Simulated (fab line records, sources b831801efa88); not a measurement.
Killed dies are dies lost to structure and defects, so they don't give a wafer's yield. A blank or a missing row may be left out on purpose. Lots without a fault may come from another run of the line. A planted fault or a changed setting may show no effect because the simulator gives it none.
Tool commonality check | flow sky130 | 14 lots, 42 wafers sampled

WHY IT WAS OPENED
At SKY_LDD_N_TW_MEAS_17 the reading LDD_N_TW is flagged on 2 of 14 lots. Wafers without a fault read 2588, standard deviation 21.
Rule: a lot is flagged when every wafer of it that has a number lies more than 4 standard deviations from that mean, or none has a number. The other lots count as sound.

lot  | measured     | on            | LDD_N_TW, wafer by wafer | flag
L450 | day 17 11:14 | film_metro-01 | 2586 2601 2584           |
L451 | day 18 00:54 | film_metro-01 | 2603 2623 2592           |
L452 | day 18 16:02 | film_metro-03 | 2584 2587 2575           |
L453 | day 19 00:34 | film_metro-01 | 2614 2623 2616           |
L454 | day 19 06:31 | film_metro-04 | 2598 2600 2611           |
L459 | day 21 02:19 | film_metro-01 | 2464 2458 2437           | FLAGGED
L460 | day 22 02:02 | film_metro-03 | 2425 2424 2426           | FLAGGED
L464 | day 23 06:34 | film_metro-03 | 2549 2569 2576           |
L465 | day 23 11:56 | film_metro-04 | 2605 2606 2616           |
L467 | day 24 23:59 | film_metro-03 | 2561 2563 2572           |
L469 | day 25 00:55 | film_metro-03 | 2548 2565 2572           |
L468 | day 25 01:40 | film_metro-03 | 2572 2585 2574           |
L471 | day 25 14:11 | film_metro-04 | 2599 2599 2605           |
L473 | day 26 01:37 | film_metro-03 | 2573 2576 2564           |
The numbers of the flagged lots are 2439 on average: -149 against the usual, or -7 standard deviations.

WHICH TOOL RAN EACH LOT
The record holds 3 process steps before the reading, out of a route of 708 steps. In each cell: the tool, then ch and the chambers that the sampled wafers went through, then the start.
lot  | flag    | SKY_FIELD_ISO_STRIP_16              | SKY_LDD_N_IMPLANT_10            | SKY_LDD_N_STRIP_16
L450 |         | plasma_asher-04 ch 0,1, day 2 03:53 | implanter-02 ch 0, day 17 10:14 | plasma_asher-04 ch 0,1, day 17 11:07
L451 |         | plasma_asher-04 ch 1, day 2 09:53   | implanter-01 ch 0, day 17 23:54 | plasma_asher-04 ch 1, day 18 00:48
L452 |         | plasma_asher-04 ch 0,1, day 2 15:12 | implanter-01 ch 0, day 18 15:05 | plasma_asher-04 ch 0,1, day 18 15:56
L453 |         | plasma_asher-04 ch 0,1, day 2 20:29 | implanter-02 ch 0, day 18 23:34 | plasma_asher-01 ch 0,1, day 19 00:28
L454 |         | plasma_asher-04 ch 0,1, day 3 01:09 | implanter-01 ch 0, day 19 05:33 | plasma_asher-02 ch 0,1, day 19 06:26
L459 | FLAGGED | plasma_asher-03 ch 1, day 4 03:38   | implanter-03, day 21 01:20      | plasma_asher-04 ch 0,1, day 21 02:12
L460 | FLAGGED | plasma_asher-04 ch 0,1, day 4 09:37 | implanter-01, day 22 01:02      | plasma_asher-02 ch 0,1, day 22 01:55
L464 |         | plasma_asher-02 ch 0,1, day 5 07:47 | implanter-01 ch 0, day 23 05:34 | plasma_asher-01 ch 0,1, day 23 06:28
L465 |         | plasma_asher-03 ch 0,1, day 5 10:28 | implanter-03 ch 0, day 23 10:58 | plasma_asher-02 ch 0,1, day 23 11:50
L467 |         | plasma_asher-03 ch 0,1, day 6 00:30 | implanter-03 ch 0, day 24 23:02 | plasma_asher-01 ch 0,1, day 24 23:53
L469 |         | plasma_asher-04 ch 0,1, day 6 09:11 | implanter-01 ch 0, day 24 23:55 | plasma_asher-02 ch 0,1, day 25 00:49
L468 |         | plasma_asher-03 ch 0,1, day 6 04:22 | implanter-03 ch 0, day 25 00:41 | plasma_asher-01 ch 0, day 25 01:33
L471 |         | plasma_asher-03 ch 1, day 6 20:13   | implanter-01 ch 0, day 25 13:11 | plasma_asher-01 ch 1, day 25 14:04
L473 |         | plasma_asher-03 ch 0,1, day 7 07:23 | implanter-03 ch 0, day 26 00:35 | plasma_asher-02 ch 0,1, day 26 01:28
What these steps do:
- SKY_FIELD_ISO_STRIP_16: strips in O2/N2.
- SKY_LDD_N_IMPLANT_10
- SKY_LDD_N_STRIP_16: strips in O2/N2.
- SKY_LDD_N_TW_MEAS_17

FLAGGED OVER TOTAL, TOOL BY TOOL (the gauges that took the reading come last)
step                   | tool            | lots run | flagged | share of the flagged lots | sound lots run after its first flagged lot
SKY_FIELD_ISO_STRIP_16 | plasma_asher-02 | 1        | 0       | none                      | -
SKY_FIELD_ISO_STRIP_16 | plasma_asher-03 | 6        | 1       | some                      | 5 (L465,L467,L468,L471,L473)
SKY_FIELD_ISO_STRIP_16 | plasma_asher-04 | 7        | 1       | some                      | 1 (L469)
SKY_LDD_N_IMPLANT_10   | implanter-01    | 7        | 1       | some                      | 3 (L464,L469,L471)
SKY_LDD_N_IMPLANT_10   | implanter-02    | 2        | 0       | none                      | -
SKY_LDD_N_IMPLANT_10   | implanter-03    | 5        | 1       | some                      | 4 (L465,L467,L468,L473)
SKY_LDD_N_STRIP_16     | plasma_asher-01 | 5        | 0       | none                      | -
SKY_LDD_N_STRIP_16     | plasma_asher-02 | 5        | 1       | some                      | 3 (L465,L469,L473)
SKY_LDD_N_STRIP_16     | plasma_asher-04 | 4        | 1       | some                      | 0
SKY_LDD_N_TW_MEAS_17   | film_metro-01   | 4        | 1       | some                      | 0
SKY_LDD_N_TW_MEAS_17   | film_metro-03   | 7        | 1       | some                      | 5 (L464,L467,L469,L468,L473)
SKY_LDD_N_TW_MEAS_17   | film_metro-04   | 3        | 0       | none                      | -

WHAT THE TABLE ALLOWS
No row of the table ran every flagged lot.

WHAT THE SIMULATOR HAD PUT IN
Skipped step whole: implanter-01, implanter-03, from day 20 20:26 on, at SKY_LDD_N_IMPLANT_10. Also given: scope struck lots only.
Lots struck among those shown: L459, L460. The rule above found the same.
